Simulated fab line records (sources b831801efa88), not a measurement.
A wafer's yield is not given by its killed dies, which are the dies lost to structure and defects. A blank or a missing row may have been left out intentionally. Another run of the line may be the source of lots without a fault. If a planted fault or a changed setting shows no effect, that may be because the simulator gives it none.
Chamber matching :: flow gf180mcu :: GF_CONTACT_CVD_00 on hdpcvd-01: 3 sister chambers
The step deposits SiO2, target thk 300 nm, time 50 s. 3 wafers are shown with their chamber, then 7 later ones without.

## WAFERS PAIRED WITH THEIR CHAMBERS
wafer: L795.4
chamber: 0
sih4 flow sccm (sccm): 59.86

wafer: L797.3
chamber: 2
sih4 flow sccm (sccm): 59.76

wafer: L797.4
chamber: 1
sih4 flow sccm (sccm): 60.03

## WAFERS MISSING THEIR CHAMBER
wafer: L797.5
sih4 flow sccm (sccm): 60.03

wafer: L808.3
sih4 flow sccm (sccm): 59.73

wafer: L808.4
sih4 flow sccm (sccm): 59.74

wafer: L808.5
sih4 flow sccm (sccm): 60.16

wafer: L814.1
sih4 flow sccm (sccm): 59.84

wafer: L814.2
sih4 flow sccm (sccm): 60.15

wafer: L814.4
sih4 flow sccm (sccm): 60.02

## WHICH CHAMBER EACH ONE RAN IN
wafer: L797.5
from the rows above: 1
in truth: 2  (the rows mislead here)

wafer: L808.3
from the rows above: can't be placed: 2 or 0
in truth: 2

wafer: L808.4
from the rows above: can't be placed: 2 or 0
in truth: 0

wafer: L808.5
from the rows above: 1
in truth: 1

wafer: L814.1
from the rows above: can't be placed: 0 or 2
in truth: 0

wafer: L814.2
from the rows above: 1
in truth: 1

wafer: L814.4
from the rows above: 1
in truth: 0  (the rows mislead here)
Correctly placed: 2 of 7. Unplaceable from these rows: 3, with the true chamber sitting among the candidates in 3. Number placed wrongly: 2.
How it was worked out, from the rows above alone: a wafer's distance from a chamber is the root of the sum, over the readings, of the square of ((its reading less the chamber's mean) divided by the reading's scatter). The wafer belongs to the nearest chamber; if the next one is less than 2 further off, it can't be placed. Each chamber's mean is taken over the wafers shown for it. The scatter (one wafer shown for each chamber): square how far every hidden wafer sits from the nearest shown wafer, average those squares and take the square root.
